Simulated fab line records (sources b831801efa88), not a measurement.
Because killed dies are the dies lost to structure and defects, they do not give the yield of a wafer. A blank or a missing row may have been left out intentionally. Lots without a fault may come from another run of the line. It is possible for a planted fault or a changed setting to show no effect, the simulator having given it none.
fab line records | flow gf180mcu
record: lots: 14 wafers: 42 last-day: 34
route steps=602 shown NWELL@46 CONTACT@291 M1@320
lots that met no fault: from a run of the same line without faults
start-h: the number of hours between the record's first day and the start of the first shown wafer of the lot | wait-h: hours from the lot's prior step to this one | " the same as in the row above | L1.1+2: a single row standing in for several wafers | - no value, or no start was given | * or withheld: withheld | < > ~ a bound
route shown NAME@n: a module of which the file shows steps, and the number in the route of the first | usual: average and standard deviation across the fault-free wafers | same: alike in all rows | chamber/n: place in a boat | sites: the reading at each site | _std_site: standard deviation across them | _edge_site: outer sites' mean less inner sites' | radius-mm: how far each site lies from the wafer's centre | mask NAME#n: copy n | behind: the tool/chamber that last shaped the wafer | hold: why the lot went on hold/how many hours it stayed there/how the hold came to an end | device: the transistor (n, p or np) that didn't switch | end of line: the tests these same wafers got at the end of their route | where a step has no rows: the recipe by itself | killed: the dies lost at the first sort to structure and to defects; this is not the yield of the wafer | map: a wafer's dies, marking killed ones x, the rest . and places with no die _
set.NAME: the setting the step ran with; set.NAME@STEP: the setting that earlier step ran with | model.NAME: the simulator's own value behind a step, which no gauge read
a sample of lots followed through the steps of the route, with each step as a table and each wafer as a row
services: when a tool's chamber went out of use (start-h, in hours from the record's first day, below 0 if earlier), for how many hours, and the reason
== steps ==
step: GF_NWELL_EXPOSE_04
recipe: mask-id: Nwell target-cd-nm: 860 na: 0.6 source-shape: conventional sigma-outer: 0.6 dose-mj: 260
usual: exposure-dose-mJ-cm2: 260.02/0.26 focus-offset-nm: 0.1/0.53 reticle-temp-C: 22.99/0.096
columns lot.wafer tool chamber start-h wait-h mask exposure-dose-mJ-cm2 focus-offset-nm reticle-temp-C
L225.1 iline-stepper-02 0 56.82 - Nwell#0 259.89 0.3 23.01
L225.5 " 0 " " Nwell#0 259.80 0.3 23.04
L225.6 " 0 " " Nwell#0 260.21 0.0 23.05
L226.1 iline-stepper-02 0 60.60 - Nwell#0 260.35 0.0 22.85
L226.4 " 0 " " Nwell#0 260.20 0.0 23.03
L226.6 " 0 " " Nwell#0 260.12 -1.1 23.17
L227.2 iline-stepper-01 0 69.13 - Nwell#0 259.98 0.6 22.89
L227.5 " 0 " " Nwell#0 260.08 0.1 22.89
L227.6 " 0 " " Nwell#0 259.71 0.5 23.04
L228.1 iline-stepper-02 0 74.18 - Nwell#0 260.06 1.2 22.96
L228.2 " 0 " " Nwell#0 259.96 0.2 23.08
L228.3 " 0 " " Nwell#0 259.90 0.8 23.02
L229.1 iline-stepper-02 0 77.41 - Nwell#0 259.97 -0.1 22.77
L229.4 " 0 " " Nwell#0 259.88 0.2 22.88
L229.6 " 0 " " Nwell#0 259.84 0.3 23.01
L230.2 iline-stepper-02 0 80.47 - Nwell#0 260.03 0.2 22.99
L230.3 " 0 " " Nwell#0 259.73 -0.2 23.07
L230.4 " 0 " " Nwell#0 259.78 0.5 22.99
L231.1 iline-stepper-02 0 87.10 - Nwell#0 260.24 0.3 23.10
L231.5 " 0 " " Nwell#0 260.18 -0.8 22.96
L231.6 " 0 " " Nwell#0 259.64 -0.4 22.94
L236.1 iline-stepper-01 0 124.00 - Nwell#0 259.94 -0.1 22.76
L236.4 " 0 " " Nwell#0 260.04 1.0 22.98
L236.6 " 0 " " Nwell#0 260.58 0.2 22.85
L237.1 iline-stepper-01 0 130.92 - Nwell#0 259.71 -0.8 23.06
L237.4 " 0 " " Nwell#0 259.96 -0.7 22.99
L237.6 " 0 " " Nwell#0 259.80 0.0 22.99
L239.2 iline-stepper-01 0 137.77 - Nwell#0 260.45 0.3 22.91
L239.4 " 0 " " Nwell#0 260.17 0.6 23.13
L239.6 " 0 " " Nwell#0 260.32 0.2 22.98
L240.1 iline-stepper-02 0 141.08 - Nwell#0 259.89 -1.3 23.00
L240.5 " 0 " " Nwell#0 259.66 0.1 23.06
L240.6 " 0 " " Nwell#0 259.57 -0.6 22.99
L241.2 iline-stepper-02 - 148.92 - Nwell#0 - - -
L241.5 " - " " Nwell#0 - - -
L241.6 " - " " Nwell#0 - - -
L242.1 iline-stepper-02 - 150.50 - Nwell#0 - - -
L242.3 " - " " Nwell#0 - - -
L242.6 " - " " Nwell#0 - - -
L243.3 iline-stepper-02 0 156.59 - Nwell#0 260.30 0.1 23.08
L243.5 " 0 " " Nwell#0 260.40 0.4 23.08
L243.6 " 0 " " Nwell#0 259.96 0.4 23.14
step: GF_CONTACT_CMP_04
recipe: material: SiO2 down-force-psi: 4 platen-rpm: 60 pad-velocity-m-s: 0.94248
usual: motor-current-A: 12.3/0.92 time-to-endpoint-s: 111/7.9
columns lot.wafer tool chamber start-h wait-h motor-current-A time-to-endpoint-s
L225.1 cmp-01 2 348.07 0.2 11.8 113
L225.5 " 3 " " 12.1 111
L225.6 " 0 " " 12.1 126
L226.1 cmp-01 1 356.35 0.1 12.8 109
L226.4 " 2 " " 12.1 125
L226.6 " 1 " " 12.9 110
L227.2 cmp-01 3 368.25 0.2 12.5 112
L227.5 " 0 " " 12.3 127
L227.6 " 1 " " 12.6 114
L228.3 cmp-01 0 376.66 0.0 11.7 117
L228.1 " 2 " " 11.8 109
L228.2 " 3 " " 12.8 101
L229.4 cmp-01 3 384.00 0.1 12.3 115
L229.1 " 0 " " 11.7 112
L229.6 " 2 " " 11.7 114
L230.3 cmp-02 2 390.20 0.0 12.1 109
L230.4 " 3 " " 10.9 116
L230.2 " 0 " " 13.2 113
L231.1 cmp-01 1 399.85 0.1 12.7 101
L231.5 " 1 " " 12.2 113
L231.6 " 2 " " 12.7 117
L236.4 cmp-01 2 468.67 0.1 11.7 116
L236.1 " 3 " " 11.5 100
L236.6 " 2 " " 11.5 116
L237.4 cmp-02 1 478.36 0.1 15.1 98
L237.1 " 2 " " 12.1 106
L237.6 " 0 " " 12.3 113
L239.2 cmp-02 3 484.73 0.1 11.1 90
L239.4 " 0 " " 12.8 108
L239.6 " 1 " " 14.8 101
L240.1 cmp-01 1 493.16 0.1 12.9 111
L240.5 " 3 " " 12.2 121
L240.6 " 0 " " 11.5 123
L242.3 cmp-01 3 506.60 0.1 12.2 107
L242.1 " 0 " " 11.9 117
L242.6 " 1 " " 13.1 107
L241.2 cmp-01 0 509.32 0.2 12.0 119
L241.5 " 1 " " 12.4 116
L241.6 " 2 " " 11.7 127
L243.3 cmp-01 1 518.08 0.0 12.5 109
L243.6 " 1 " " 13.6 111
L243.5 " 2 " " 11.8 114
step: GF_M1_RS_MEAS_05
recipe: thk-meas-gauge: four-point-probe reads: TiN_of_M1_SPUTTER_04+Ti_of_M1_SPUTTER_03+AlCu_of_M1_SPUTTER_02+TiN_of_M1_SPUTTER_01+Ti_of_M1_SPUTTER_00
usual: M1_ALCU_RS: 0.0692/0.00073
columns lot.wafer tool chamber start-h wait-h M1_ALCU_RS[ohm/sq]
L225.1 film-metro-04 - 371.72 0.0 0.0701
L225.5 " - " " 0.0694
L225.6 " - " " 0.0694
L226.1 film-metro-03 - 380.23 0.0 0.0694
L226.4 " - " " 0.0687
L226.6 " - " " 0.0690
L227.2 film-metro-01 - 392.72 0.0 0.0707
L227.5 " - " " 0.0695
L227.6 " - " " 0.0696
L228.1 film-metro-04 - 401.88 0.0 0.0693
L228.2 " - " " 0.0678
L228.3 " - " " 0.0689
L229.1 film-metro-01 - 409.52 0.0 0.0685
L229.4 " - " " 0.0670
L229.6 " - " " 0.0688
L230.2 film-metro-01 - 415.60 0.0 0.0686
L230.3 " - " " 0.0687
L230.4 " - " " 0.0696
L231.1 film-metro-03 - 425.40 0.0 0.0697
L231.5 " - " " 0.0694
L231.6 " - " " 0.0678
L236.1 film-metro-01 - 494.49 0.0 0.0686
L236.4 " - " " 0.0681
L236.6 " - " " 0.0690
L237.1 film-metro-03 - 504.11 0.0 0.0692
L237.4 " - " " 0.0693
L237.6 " - " " 0.0691
L239.2 film-metro-03 - 510.58 0.0 0.0701
L239.4 " - " " 0.0696
L239.6 " - " " 0.0701
L240.1 film-metro-01 - 518.07 0.0 0.0695
L240.5 " - " " 0.0699
L240.6 " - " " 0.0691
L242.1 film-metro-03 - 531.71 0.0 0.0694
L242.3 " - " " 0.0699
L242.6 " - " " 0.0696
L241.2 film-metro-04 - 533.37 0.0 0.0703
L241.5 " - " " 0.0689
L241.6 " - " " 0.0691
L243.3 film-metro-03 - 543.41 0.1 0.0677
L243.5 " - " " 0.0675
L243.6 " - " " 0.0687
step: GF_M1_THK_MEAS_06
recipe: thk-meas-gauge: xrf reads: AlCu_of_M1_SPUTTER_02
usual: M1_ALCU_THK: 453/6.1
columns lot.wafer tool chamber start-h wait-h M1_ALCU_THK[nm]
L225.1 film-metro-04 - 371.84 0.1 454
L225.5 " - " " 454
L225.6 " - " " 455
L226.1 film-metro-03 - 380.35 0.1 444
L226.4 " - " " 452
L226.6 " - " " 450
L227.2 film-metro-01 - 392.83 0.1 442
L227.5 " - " " 449
L227.6 " - " " 450
L228.1 film-metro-04 - 402.00 0.1 460
L228.2 " - " " 469
L228.3 " - " " 465
L229.1 film-metro-01 - 409.64 0.1 460
L229.4 " - " " 470
L229.6 " - " " 455
L230.2 film-metro-01 - 415.71 0.1 456
L230.3 " - " " 458
L230.4 " - " " 451
L231.1 film-metro-03 - 425.52 0.1 449
L231.5 " - " " 451
L231.6 " - " " 460
L236.1 film-metro-01 - 494.61 0.1 452
L236.4 " - " " 454
L236.6 " - " " 448
L237.1 film-metro-03 - 504.23 0.1 453
L237.4 " - " " 453
L237.6 " - " " 453
L239.2 film-metro-03 - 510.69 0.1 448
L239.4 " - " " 450
L239.6 " - " " 446
L240.1 film-metro-01 - 518.19 0.1 448
L240.5 " - " " 444
L240.6 " - " " 450
L242.1 film-metro-03 - 531.83 0.1 449
L242.3 " - " " 445
L242.6 " - " " 447
L241.2 film-metro-04 - 533.48 0.1 453
L241.5 " - " " 460
L241.6 " - " " 459
L243.3 film-metro-03 - 543.51 0.1 460
L243.5 " - " " 460
L243.6 " - " " 453
== services ==
columns tool chamber start-h hours kind
iline-stepper-02 - 35.39 1.7 pm
cmp-02 - 67.93 4.0 pm
cmp-01 - 83.18 3.0 repair
iline-stepper-02 - 103.33 11.0 repair
cmp-01 - 123.56 3.9 repair
iline-stepper-02 - 124.06 1.4 repair
cmp-02 - 147.47 0.3 repair
iline-stepper-01 - 153.27 11.3 repair
cmp-01 - 165.06 1.3 repair
iline-stepper-02 - 168.38 2.1 pm
iline-stepper-01 - 216.40 1.7 pm
cmp-01 - 232.00 4.0 pm
iline-stepper-02 - 253.57 1.7 pm
cmp-01 - 281.19 1.7 repair
cmp-01 - 284.32 3.7 repair
iline-stepper-01 - 319.67 4.4 pm
cmp-01 - 346.11 1.7 repair
cmp-01 - 373.49 3.1 pm
cmp-01 - 384.20 6.2 pm
iline-stepper-01 - 434.58 1.7 pm
cmp-01 - 446.38 0.2 repair
iline-stepper-02 - 471.75 1.7 pm
cmp-01 - 476.59 4.5 repair
iline-stepper-01 - 479.49 2.1 pm
== key ==
first-sign: step: GF_NWELL_EXPOSE_04 reading: tool-record direction: missing
effect none on later readings
met-at GF_NWELL_EXPOSE_04
struck-lots L241,L242
sort-left-out L241.2,L241.5,L241.6,L242.1,L242.3,L242.6
tester-left-out L241,L242
not-acting-at GF_CONTACT_CMP_04,GF_M1_RS_MEAS_05,GF_M1_THK_MEAS_06
onset-between 141.08 148.92
fault: kind: skipped-step-whole tool: iline-stepper-02 chamber: - onset-h: 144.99 steps: GF_NWELL_EXPOSE_04 scope: struck-lots-only
tester-left-out: of these lots the tester's yield and bins aren't shown, on N5 and GAA mostly nor the transistor test; their killed dies are dies lost to structure and defects alone, not to doping, threshold or leakage, so they don't give the yield
sort-left-out: the simulated sort isn't trusted on such a fault, so these wafers' sort isn't shown, and their yield isn't known
